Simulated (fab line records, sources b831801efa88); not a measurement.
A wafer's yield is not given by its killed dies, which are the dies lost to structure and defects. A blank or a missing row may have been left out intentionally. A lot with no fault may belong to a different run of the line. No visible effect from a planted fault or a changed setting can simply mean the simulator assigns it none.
Struck lot and sound lot, side by side + flow gf180mcu + 15 steps out of a route of 602
Sound: these wafers, L251.1, L251.2, L251.3. Struck: wafer L248.6 (L248.1, L248.2, from the same lot, were not struck and are left out); the cause is given at the end.
Each step with rows lists, per side, the tool, then ch with its chambers, then its first start. Under that, the readings that differ: sound wafers + struck wafers + difference of the means + sigmas: that difference in standard deviations of wafers without a fault.
alike: words and numbers the same on both sides, and readings whose means are apart by under 2 such deviations; not compared: readings that were withheld, readings missing a value for some wafer, numbers with overlapping values and no deviation given by the record, and bounds like >300 which may hide the same value.
The two part at a step that has a row with sigmas, a row that says differs or no value, or rows on one side only. Non-overlapping numbers with no deviation appear without sigmas and do not part them. A reading that every wafer of one side lacks parts them only if that side has two wafers or more.

first, 4 steps without rows for these wafers: GF_V1_SOFTBAKE_10 (time 60 s); GF_V1_EXPOSE_11 (exposes mask Via1, target cd 260 nm); GF_V1_PEB_12 (peb time 90 s); GF_V1_DEVELOP_13 (develop time 60 s).
GF_V1_CD_MEAS_14: target cd 260 nm.
  sound on cd_sem-01, day 24 03:03; struck on cd_sem-02, day 22 14:40
  alike: cd_nm
GF_V1_OVL_MEAS_15:
  sound on overlay-01, day 24 03:10; struck on overlay-02, day 22 14:47
  alike: V1_OVL
GF_V1_ETCH_16: etches BARC in N2/H2.
  sound on rie_diel-02 ch 0,1,2, day 24 03:13; struck on rie_diel-02 ch 2, day 22 14:50
  alike: drypump_motor_current_A, oes_product_au, throttle_valve_pct
GF_V1_ETCH_17: etches SiO2 in C4F8/O2/Ar, stops on TiN, target depth 630 nm.
  sound on rie_diel-02 ch 0,1,2; struck on rie_diel-02 ch 2
  alike: oes_product_au
GF_V1_STRIP_18: strips in O2/N2.
  sound on plasma_asher-04 ch 0,1, day 24 03:20; struck on plasma_asher-04 ch 0, day 22 14:58
  alike: drypump_motor_current_A, heater_power_w, oes_product_au
  not compared: rf_hours_counter_h
then, 2 steps without rows for these wafers: GF_V1_STRIP_19 (strips in post etch residue remover, time 1200 s); GF_V1_CLEAN_20 (cleans in DIW).
GF_V1_SPUTTER_21: material Ti, target thk 15 nm, time 80.02 s.
  sound on pvd_sputter-01, day 24 03:54; struck on pvd_sputter-03, day 22 15:29
  alike: throttle_valve_pct
GF_V1_SPUTTER_22: material TiN, target thk 10 nm, time 40 s.
  sound on pvd_sputter-01, day 24 03:58; struck on pvd_sputter-03, day 22 15:33
| reading                                | sound            | struck | difference | sigmas |
|----------------------------------------|------------------|--------|------------|--------|
| model.TiN_of_V1_SPUTTER_22.thk_nm (nm) | 10.01 9.986 10.1 | 7.794  | -2.238     |        |
  alike: throttle_valve_pct
GF_V1_CVD_23: deposits W, target thk 350 nm, time 105.05 s.
  sound on cvd_w-01 ch 0,1, day 24 04:00; struck on cvd_w-01 ch 1, day 22 15:35
  alike: heater_power_outer_w, heater_power_w
-- the record jumps here: 10 days lie between the struck wafers' starts before and after (it left off in module V1 and takes up again in module PASSIVATION, whose first step shown is number 602 of the route) --
GF_PASSIVATION_PROBE_99:
  only the struck wafers here have rows in the record (prober-02, day 32 15:16); the sound ones have none

## WHERE THEY PART
Only at GF_PASSIVATION_PROBE_99, within this record.

WHY: what the simulator had put in
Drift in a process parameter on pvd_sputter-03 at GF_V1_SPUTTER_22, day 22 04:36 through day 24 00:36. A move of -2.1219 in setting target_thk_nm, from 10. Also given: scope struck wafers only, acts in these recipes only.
